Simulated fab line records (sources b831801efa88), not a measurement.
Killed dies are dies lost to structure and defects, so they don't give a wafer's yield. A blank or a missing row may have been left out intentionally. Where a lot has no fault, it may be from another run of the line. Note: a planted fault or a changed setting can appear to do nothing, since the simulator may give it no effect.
A struck lot beside a sound one ; flow sfq_line ; 41 steps out of a route of 325
Sound: wafers L827.4, L827.5, L827.6. Struck: wafers L842.1, L842.5, L842.6. The cause is named last.
For every step that has rows: the tool of each side, followed by ch and its chambers, followed by its first start. Under that, the readings that differ: sound wafers ; struck wafers ; difference of the means ; sigmas: that difference in standard deviations of wafers without a fault.
alike: readings with means less than 2 such deviations apart, plus words and numbers identical on both sides. not compared: withheld readings, readings lacking a value on some wafer, bounds such as >300 that could conceal the same value, and numbers that have no deviation in the record and whose values overlap.
The two part at a step that has a row with sigmas, a row that says differs or no value, or rows on one side only. Non-overlapping numbers with no deviation appear without sigmas and do not part them. Lack of a reading on every wafer of one side parts them only where that side has two or more wafers.

first, 2 steps without rows for these wafers: SFQ_TRILAYER_M4_DEP_PRE_CLEAN_092 (time 22.5 s); SFQ_TRILAYER_M4_DEP_SPUTTER_091 (material Nb, target thk 200 nm, time 133.3 s).
SFQ_M4_RS_MEAS_924: uses a four-point probe to measure.
  sound on film_metro-04 at day 50 19:21; struck on film_metro-04 at day 57 18:10
  alike: M4_NB_RS
then, 6 steps without rows for these wafers: SFQ_TRILAYER_M4_LITHO_COAT_098 (resist thk 62 nm); SFQ_TRILAYER_M4_LITHO_COAT_093 (resist thk 600 nm); SFQ_TRILAYER_M4_LITHO_SOFTBAKE_097; SFQ_TRILAYER_M4_LITHO_EXPOSE_094 (exposes mask M4, target cd 500 nm); SFQ_TRILAYER_M4_LITHO_PEB_096 (peb time 60 s); SFQ_TRILAYER_M4_LITHO_DEVELOP_095 (time 60 s).
-- the record jumps here: 5 days lie between the struck wafers' starts before and after --
SFQ_M4_OVL_MEAS_926:
  sound on overlay-01 at day 56 20:41; struck on overlay-02 at day 63 00:47
  alike: M4_OVL
then, 1 step without rows for these wafers: SFQ_TRILAYER_M4_BARC_OPEN_METAL_ETCH_123 (etches BARC in O2, target depth 125 nm, time 41.7 s).
SFQ_TRILAYER_M4_ETCH_METAL_ETCH_096: etches Nb in Cl2/Ar, stops on SiO2, target depth 240 nm, time 120 s.
  sound on rie_metal-04 ch 0, day 56 20:58; struck on rie_metal-03 ch 0, day 63 00:56
reading;sound;struck;difference;sigmas
oes_product_au (a.u.);0.889 0.889 0.890;0.806 0.803 0.803;-0.085;-13
model.KrF_of_TRILAYER_M4_LITHO_COAT_093.thk_nm (nm);385.7 384.6 385.2;425.3 425.4 425.2;+40.1;
model.M4.feature_depth_nm (nm);199.2 197.5 198.5;163.9 162.3 162.7;-35.4;
model.etch.depth_nm (nm);199.2 197.5 198.5;163.9 162.3 162.7;-35.4;
  alike: drypump_motor_current_A, rf_fwd_power_W
  not compared: rf_hours_counter_h
then, 2 steps without rows for these wafers: SFQ_TRILAYER_M4_STRIP_STRIP_097 (strips in O2); SFQ_TRILAYER_M4_STRIP_SOLV_CLEAN_098 (cleans in NMP, time 600 s).
SFQ_TRILAYER_I4_DEP_PECVD_099: deposits SiO2 from SiH4/N2O, time 111.11 s, target thk 500 nm.
  sound on pecvd-02 ch 0,1,2, day 56 22:30; struck on pecvd-03 ch 0,1,2, day 63 02:46
  alike: heater_power_w, rf_fwd_power_W, throttle_valve_pct
SFQ_TRILAYER_I4_CMP_CMP_100: polishes SiO2.
  sound on cmp-02 ch 0,1,3, day 57 00:02; struck on cmp-01 ch 0,1,2, day 63 04:14
  alike: motor_current_A, time_to_endpoint_s
SFQ_I4_BOW_MEAS_927:
  sound on film_metro-02 at day 57 01:35; struck on film_metro-02 at day 63 06:14
  alike: I4_BOW
SFQ_TRILAYER_I4_METRO_MEASURE_101:
  sound on film_metro-02 at day 57 02:15; struck on film_metro-02 at day 63 06:21
  alike: thk_nm
then, 6 steps without rows for these wafers: SFQ_TRILAYER_I4_VIA_LITHO_COAT_108 (resist thk 62 nm); SFQ_TRILAYER_I4_VIA_LITHO_COAT_103 (resist thk 650 nm); SFQ_TRILAYER_I4_VIA_LITHO_SOFTBAKE_107; SFQ_TRILAYER_I4_VIA_LITHO_EXPOSE_104 (exposes mask I4, target cd 700 nm); SFQ_TRILAYER_I4_VIA_LITHO_PEB_106 (peb time 60 s); SFQ_TRILAYER_I4_VIA_LITHO_DEVELOP_105 (time 60 s).
-- the record jumps here: 3 days lie between the struck wafers' starts before and after --
SFQ_I4_OVL_MEAS_928:
  sound on overlay-02 at day 57 05:07; struck on overlay-02 at day 66 17:03
  alike: I4_OVL
SFQ_TRILAYER_I4_VIA_BARC_OPEN_VIA_ETCH_146: etches BARC in O2, target depth 125 nm, time 41.7 s.
  sound on rie_diel-02 ch 0,2,3, day 57 05:08; struck on rie_diel-04 ch 1,2,3, day 66 17:05
  alike: drypump_motor_current_A, oes_product_au, rf_fwd_power_W
  not compared: rf_hours_counter_h
then, 5 steps without rows for these wafers: SFQ_TRILAYER_I4_VIA_ETCH_VIA_ETCH_106 (etches SiO2 in CHF3, stops on Nb, target depth 260 nm); SFQ_TRILAYER_I4_VIA_STRIP_STRIP_107 (strips in O2); SFQ_TRILAYER_I4_VIA_STRIP_SOLV_CLEAN_108 (cleans in NMP, time 600 s); SFQ_TRILAYER_JJ_TRILAYER_DEP_PRE_CLEAN_113 (time 22.5 s); SFQ_TRILAYER_JJ_TRILAYER_DEP_SPUTTER_109 (material Nb, target thk 150 nm, time 100 s).
SFQ_TRILAYER_JJ_TRILAYER_DEP_SPUTTER_110: material Al, target thk 8 nm, time 10 s.
  sound on pvd_sputter-06 at day 57 06:10; struck on pvd_sputter-06 at day 66 18:07
  alike: base_pressure_pa, throttle_valve_pct
then, 2 steps without rows for these wafers: SFQ_TRILAYER_JJ_TRILAYER_DEP_AL_OXIDATION_111 (oxidation time 600 s); SFQ_TRILAYER_JJ_TRILAYER_DEP_SPUTTER_112 (material Nb, target thk 170 nm, time 113.3 s).
SFQ_JJ_RS_MEAS_929: uses a four-point probe to measure.
  sound on film_metro-03 at day 57 07:20; struck on film_metro-03 at day 66 19:13
reading;sound;struck;difference;sigmas
JJ_NB_RS (ohm/sq);1.072 1.062 1.067;1.035 1.027 1.030;-0.036;-3
then, 5 steps without rows for these wafers: SFQ_TRILAYER_JJ_CE_LITHO_COAT_119 (resist thk 62 nm); SFQ_TRILAYER_JJ_CE_LITHO_COAT_114 (resist thk 600 nm); SFQ_TRILAYER_JJ_CE_LITHO_SOFTBAKE_118; SFQ_TRILAYER_JJ_CE_LITHO_EXPOSE_115 (exposes mask J5, target cd 700 nm); SFQ_TRILAYER_JJ_CE_LITHO_PEB_117 (peb time 60 s).
-- the record jumps here: 30 days lie between the struck wafers' starts before and after --
SFQ_M8_BOW_MEAS_951:
  sound on film_metro-01 at day 85 18:42; struck on film_metro-01 at day 96 23:00
reading;sound;struck;difference;sigmas
model.etest.m4.comb_log10_ohm;12 12 12;0 0 0;-12;
  alike: M8_BOW

== WHERE THEY PART ==
At SFQ_TRILAYER_M4_ETCH_METAL_ETCH_096 first; at SFQ_JJ_RS_MEAS_929 last (within this record only). Later steps at which nothing parts them and some readings are alike: SFQ_M8_BOW_MEAS_951.

WHY: what the simulator had put in
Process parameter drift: rie_metal-03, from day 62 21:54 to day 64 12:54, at SFQ_TRILAYER_M4_ETCH_METAL_ETCH_096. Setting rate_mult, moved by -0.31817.
